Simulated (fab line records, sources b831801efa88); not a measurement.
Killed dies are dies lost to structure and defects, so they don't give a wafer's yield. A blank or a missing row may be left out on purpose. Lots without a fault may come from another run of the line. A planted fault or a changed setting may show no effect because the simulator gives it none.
A struck lot beside a sound one | flow sky130 | 44 steps out of a route of 708
Sound: wafers L398.4, L398.5, L398.6. Struck: wafer L407.1. (L407.3, L407.6 of the same lot were not struck and are left out.) The cause comes at the end.
At each step with rows: each side's tool, then ch and its chambers, then its first start. Under that, the readings that differ: sound wafers | struck wafers | difference of the means | sigmas: that difference in standard deviations of wafers without a fault.
alike: readings whose means differ by less than 2 such deviations, and words and numbers that are the same on both sides. not compared: withheld readings, readings that some wafer has no value for, bounds like >300 that may hide the same value, and numbers for which the record gives no deviation and whose values overlap.
The two part at a step that has a row with sigmas, a row that says differs or no value, or rows on one side only. Numbers that don't overlap but have no deviation are shown without sigmas and don't part them. A reading that every wafer of one side lacks parts them only if that side has two wafers or more.

SKY_VIA3_ETCH_15: etches SiO2 in C4F8/O2/Ar, stops on TiN, target depth 507 nm, time 78 s.
  sound on rie_diel-04 ch 0,1, day 40 06:16; struck on rie_diel-03 ch 2, day 42 22:08
  alike: oes_product_au
  not compared: rf_hours_counter_h
then, 5 steps without rows for these wafers: SKY_VIA3_STRIP_16 (strips in O2/N2); SKY_VIA3_STRIP_17 (strips in post etch residue remover, time 1200 s); SKY_VIA3_CLEAN_18 (cleans in IPA, time 180 s); SKY_VIA3_CLEAN_19 (cleans in O3/DIW); SKY_VIA3_SPUTTER_20 (material TiN, target thk 20 nm, time 80 s).
SKY_VIA3_CVD_21: deposits W, target thk 390 nm, time 117.31 s.
  sound on cvd_w-02 ch 0,1, day 40 07:09; struck on cvd_w-02 ch 0, day 42 22:53
  alike: heater_power_outer_w, heater_power_w, susceptor_temp_C
SKY_VIA3_RS_MEAS_22: measures by four-point-probe.
  sound on film_metro-03, day 40 07:18; struck on film_metro-03, day 42 23:00
  alike: VIA3_W_RS
SKY_VIA3_THK_MEAS_23: measures by xrf.
  sound on film_metro-03, day 40 07:23; struck on film_metro-03, day 42 23:07
  alike: VIA3_W_THK
then, 3 steps without rows for these wafers: SKY_VIA3_CMP_24 (polishes, stops on SiO2, t overpolish 20 s, target thk 0 nm); SKY_METAL4_SPUTTER_00 (material Ti, target thk 15 nm, time 10 s); SKY_METAL4_SPUTTER_01 (material TiN, target thk 20 nm, time 16.7 s).
SKY_METAL4_SPUTTER_02: material AlCu, target thk 735 nm, time 39.1 s.
  sound on pvd_sputter-04, day 40 07:46; struck on pvd_sputter-04, day 42 23:32
  reading                                     | sound             | struck | difference | sigmas
  throttle_valve_pct (%)                      | 30.6 29.3 30.2    | 27.7   | -2.3       | -2
  model.AlCu_of_METAL4_SPUTTER_02.thk_nm (nm) | 729.9 728.4 725.9 | 1267   | +539       |
SKY_METAL4_SPUTTER_03: material Ti, target thk 5 nm, time 3.3 s.
  sound on pvd_sputter-04, day 40 07:48; struck on pvd_sputter-04, day 42 23:34
  reading                | sound          | struck | difference | sigmas
  throttle_valve_pct (%) | 30.2 29.7 30.4 | 27.6   | -2.5       | -2
SKY_METAL4_SPUTTER_04: material TiN, target thk 70 nm, time 58.3 s.
  sound on pvd_sputter-04, day 40 07:49; struck on pvd_sputter-04, day 42 23:35
  reading                | sound          | struck | difference | sigmas
  throttle_valve_pct (%) | 30.5 29.6 30.3 | 27.3   | -2.8       | -3
then, 1 step without rows for these wafers: SKY_CAP2M_CVD_00 (deposits SiO2, target thk 15.5 nm).
SKY_CAP2M_THK_MEAS_01:
  sound on film_metro-04, day 40 07:55; struck on film_metro-04, day 42 23:40
  alike: CAP2M_CVD_00_THK
SKY_CAP2M_SPUTTER_02: material TiN, target thk 200 nm, time 166.7 s.
  sound on pvd_sputter-02, day 40 07:57; struck on pvd_sputter-02, day 42 23:43
  alike: susceptor_temp_C, throttle_valve_pct
SKY_CAP2M_RS_MEAS_03: measures by four-point-probe.
  sound on film_metro-02, day 40 08:07; struck on film_metro-04, day 42 23:50
  alike: CAP2M_TIN_RS
SKY_CAP2M_THK_MEAS_04: measures by xrf.
  sound on film_metro-02, day 40 08:13; struck on film_metro-04, day 42 23:57
  alike: CAP2M_TIN_THK
then, 7 steps without rows for these wafers: SKY_CAP2M_DEHYDRATE_05 (time 60 s); SKY_CAP2M_HMDS_06 (prime time 60 s); SKY_CAP2M_COAT_07 (resist thk 1140 nm); SKY_CAP2M_SOFTBAKE_08 (time 60 s); SKY_CAP2M_EXPOSE_09 (exposes mask CAP2M, target cd 1000 nm); SKY_CAP2M_PEB_10; SKY_CAP2M_DEVELOP_11 (develop time 60 s).
SKY_CAP2M_OVL_MEAS_12:
  sound on overlay-02, day 41 07:46; struck on overlay-02, day 43 22:10
  alike: CAP2M_OVL
then, 13 steps without rows for these wafers: SKY_CAP2M_METAL_ETCH_13 (etches TiN in Cl2/BCl3, stops on SiO2, target depth 220 nm, time 62.9 s); SKY_CAP2M_STRIP_14 (strips in O2/N2); SKY_CAP2M_STRIP_15 (strips in post etch residue remover, time 1200 s); SKY_CAP2M_CLEAN_16 (cleans in IPA, time 180 s); SKY_CAP2M_CLEAN_17 (cleans in O3/DIW); SKY_METAL4_DEHYDRATE_05 (time 60 s); SKY_METAL4_HMDS_06 (prime time 60 s); SKY_METAL4_COAT_07 (resist thk 60 nm); SKY_METAL4_COAT_08 (resist thk 1140 nm); SKY_METAL4_SOFTBAKE_09 (time 90 s); SKY_METAL4_EXPOSE_10 (exposes mask MM4, target cd 300 nm); SKY_METAL4_PEB_11; SKY_METAL4_DEVELOP_12 (develop time 60 s).
SKY_METAL4_CD_MEAS_13: target cd 300 nm.
  sound on cd_sem-01, day 42 08:13; struck on cd_sem-02, day 44 20:49
  alike: cd_nm
SKY_METAL4_METAL_ETCH_18: etches the open film in Cl2/BCl3, stops on SiO2, target depth 845 nm, time 183.1 s.
  sound on rie_metal-03 ch 0,1, day 42 08:32; struck on rie_metal-01 ch 1, day 44 21:08
  reading                | sound             | struck | difference                   | sigmas
  oes_product_au (a.u.)  | 0.863 0.860 0.865 | 1.006  | +0.143                       | +29
  rf_hours_counter_h (h) | - - -             | 18     | no value on the sound wafers |
  alike: drypump_motor_current_A, throttle_valve_pct
-- the record jumps here: 4 days lie between the struck wafers' starts before and after (it left off in module METAL4 and takes up again in module PAD_OPEN, whose first step shown is number 708 of the route) --
SKY_PAD_OPEN_PROBE_99:
  sound on prober-02, day 46 06:07; struck on prober-01, day 48 12:41
  reading                  | sound          | struck                    | difference                   | sigmas
  hold                     | - - -          | await_dispo/10.6h/release | no value on the sound wafers |
  defect_limited_yield (%) | 78.5 82.9 80.9 | 0                         | -81                          | -43
  killed_at_M4_up          | 3 3 3          | 403                       | +400                         | +99 or more
  killed_dies              | 106 84 94      | 492                       | +397                         | +43
  killed_on_rim            | 22 17 14       | 96                        | +78                          | +19
  sort_bin_5_function (%)  | 11.0 10.0 11.2 | 91.7                      | +81.0                        | +51
  sort_n_pass              | 386 408 398    | 0                         | -397                         | -43
  sort_yield_pct (%)       | 78.5 82.9 80.9 | 0                         | -81                          | -43
  alike: killed_at_M0_to_M3, killed_at_contacts, killed_at_front_end, killed_at_other, killed_open, killed_short, sort_bin_3_pad_short, sort_bin_6_memory

WHERE THEY PART
First at SKY_METAL4_SPUTTER_02; last, within this record, at SKY_PAD_OPEN_PROBE_99.

WHY: what the simulator had put in
Process parameter drift: pvd_sputter-04, from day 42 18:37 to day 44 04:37, at SKY_METAL4_SPUTTER_02. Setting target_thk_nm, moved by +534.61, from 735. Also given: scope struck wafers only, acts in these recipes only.
